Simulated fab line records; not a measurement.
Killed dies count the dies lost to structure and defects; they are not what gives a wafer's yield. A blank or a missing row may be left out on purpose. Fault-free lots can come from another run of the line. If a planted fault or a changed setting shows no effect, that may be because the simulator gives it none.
A lot that was struck, set against a sound lot    flow sky130    16 steps out of a route of 708
Sound: the wafers L389.1, L389.3, L389.4. Struck: wafer L392.6 (L392.2, L392.5, from the same lot, were not struck and are left out); the cause is given at the end.
Order at every step that has rows: each side's tool, ch and its chambers, its first start. Under that, the readings that differ: sound wafers    struck wafers    difference of the means    sigmas: that difference in standard deviations of wafers without a fault.
alike: same words and numbers on both sides, and readings whose means sit less than 2 such deviations apart. not compared: any withheld reading, any reading some wafer has no value for, any bound like >300 that may hide the same value, and any number with overlapping values for which the record gives no deviation.
Wherever a step has rows on one side only, a row that says differs or no value, or a row with sigmas, the two part there. When numbers do not overlap yet have no deviation, they are printed without sigmas and do not part them. Lack of a reading on every wafer of one side parts them only where that side has two or more wafers.

SKY_LI_CONTACT_BOW_MEAS_03:
  sound: film_metro-03 at day 30 23:42; struck: film_metro-01 at day 32 02:08
  alike: LI_CONTACT_BOW
then, 8 steps without rows for these wafers: SKY_LI_CONTACT_DEHYDRATE_04 (time 60 s); SKY_LI_CONTACT_HMDS_05 (prime time 60 s); SKY_LI_CONTACT_COAT_06 (resist thk 60 nm); SKY_LI_CONTACT_COAT_07 (resist thk 450 nm); SKY_LI_CONTACT_SOFTBAKE_08 (time 90 s); SKY_LI_CONTACT_EXPOSE_09 (exposes mask LICM1, target cd 170 nm); SKY_LI_CONTACT_PEB_10; SKY_LI_CONTACT_DEVELOP_11 (develop time 60 s).
SKY_LI_CONTACT_CD_MEAS_12 targets a cd of 170 nm.
  sound: cd_sem-01 at day 32 03:38; struck: cd_sem-02 at day 33 05:16
  alike: cd_nm
SKY_LI_CONTACT_OVL_MEAS_13:
  sound: overlay-02 at day 32 03:46; struck: overlay-02 at day 33 05:22
  alike: LI_CONTACT_OVL
SKY_LI_CONTACT_ETCH_14: etches BARC in N2/H2, stops on SiO2, time 45.9 s, target depth 60 nm.
  sound on rie_diel-04 ch 0,1,2, day 32 03:47; struck on rie_diel-03 ch 0, day 33 05:24
  alike: drypump_motor_current_A, oes_product_au, throttle_valve_pct
  not compared: rf_hours_counter_h
SKY_LI_CONTACT_ETCH_15: etches PSG in C4F8/O2/Ar, stops on Si, target depth 600 nm.
  sound on rie_diel-04 ch 0,1,2, day 32 03:50; struck on rie_diel-03 ch 0, day 33 05:26
reading                                            sound              struck  difference  sigmas
model.KrF-thick_of_LI_CONTACT_COAT_07.thk_nm (nm)  232.3 232.5 233.3  270.6   +37.9       
  alike: oes_product_au
SKY_LI_CONTACT_STRIP_16: strips in O2/N2.
  sound on plasma_asher-01 ch 0,1, day 32 03:55; struck on plasma_asher-01 ch 1, day 33 05:32
reading                       sound              struck  difference  sigmas
oes_product_au (a.u.)         0.386 0.381 0.384  0.400   +0.016      +3
strip_time_to_endpoint_s (s)  3.502 3.508 3.502  3.922   +0.418      +18
  alike: drypump_motor_current_A
  not compared: rf_hours_counter_h
then, 1 step without rows for these wafers: SKY_LI_CONTACT_CLEAN_17 (cleans in NMP, time 600 s).
-- record jumps: 15 days separate the struck wafers' starts on either side; left off in module LI_CONTACT, taken up again in module PAD_OPEN, whose first shown step is the route's number 708 --
SKY_PAD_OPEN_PROBE_99:
  sound: prober-02 at day 48 00:15; struck: prober-02 at day 48 16:50
reading                                  sound              struck  difference  sigmas
model.etest.pfet_01v8.r_on_ohm_um        2898 2953 2894     2980    +65         
model.etest.licon_pdiff.rc_ohm           596.1 598.1 586.6  686.3   +92.7       
model.etest.pfet_g5v0d10v5.r_on_ohm_um   4649 4710 4666     4729    +54         
model.etest.nfet_g5v0d10v5.r_on_ohm_um   1836 1863 1827     1948    +106        
model.etest.nfet_01v8.r_on_ohm_um        829.7 839.9 838.8  892.2   +56.1       
model.etest.licon_ndiff.rc_ohm           183.6 190.7 191.6  240.5   +51.9       
model.etest.sonos_uncharged.r_on_ohm_um  786.5 805.7 795.3  841.9   +46.1       
model.etest.licon_high_po.rc_ohm         351.8 362.9 363.8  413.9   +54.4       

## WHERE THEY PART
Only at SKY_LI_CONTACT_STRIP_16, within this record.

WHY: the cause the simulator had injected
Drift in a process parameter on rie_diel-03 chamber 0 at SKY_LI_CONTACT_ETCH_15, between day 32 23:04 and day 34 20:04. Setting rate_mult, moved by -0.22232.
